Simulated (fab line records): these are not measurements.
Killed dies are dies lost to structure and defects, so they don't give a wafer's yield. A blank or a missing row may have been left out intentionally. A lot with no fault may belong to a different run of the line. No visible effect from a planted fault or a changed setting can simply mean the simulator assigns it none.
Matching of chambers	flow gf180mcu	3 sister chambers for GF_V1_CVD_02 on pecvd-02
The step deposits SiO2 from TEOS, target thk 850 nm, time 94.851 s. 3 wafers are shown with their chamber, then 8 later ones without.

WAFERS WITH THEIR CHAMBER
wafer	chamber	heater_power_w (W)
L645.1	1	658
L645.5	2	578
L646.1	0	578

WAFERS WITH NO CHAMBER GIVEN
wafer	heater_power_w (W)
L646.5	647
L646.6	632
L648.1	559
L648.2	726
L648.3	704
L651.1	711
L651.2	656
L651.3	660

WHICH CHAMBER EACH WENT THROUGH
wafer	from the rows above	in truth
L646.5	can't be placed: 1 or 0 or 2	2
L646.6	can't be placed: 1 or 0 or 2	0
L648.1	can't be placed: 0 or 2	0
L648.2	1	1
L648.3	1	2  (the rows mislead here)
L651.1	1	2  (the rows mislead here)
L651.2	1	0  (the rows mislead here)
L651.3	1	1
2 of 8 placed correctly. These rows do not allow placing 3 (true chamber among the candidates in 3). 3 placed wrongly.
How it was worked out, from the rows above alone: a wafer's distance from a chamber is the root of the sum, over the readings, of the square of ((its reading less the chamber's mean) divided by the reading's scatter). The wafer belongs to the nearest chamber; if the next one is less than 2 further off, it can't be placed. For every chamber, the mean is computed from those of its wafers that are shown. The scatter: with one shown wafer a chamber, the root of the mean of the squares of how far each hidden wafer lies from its nearest shown one.
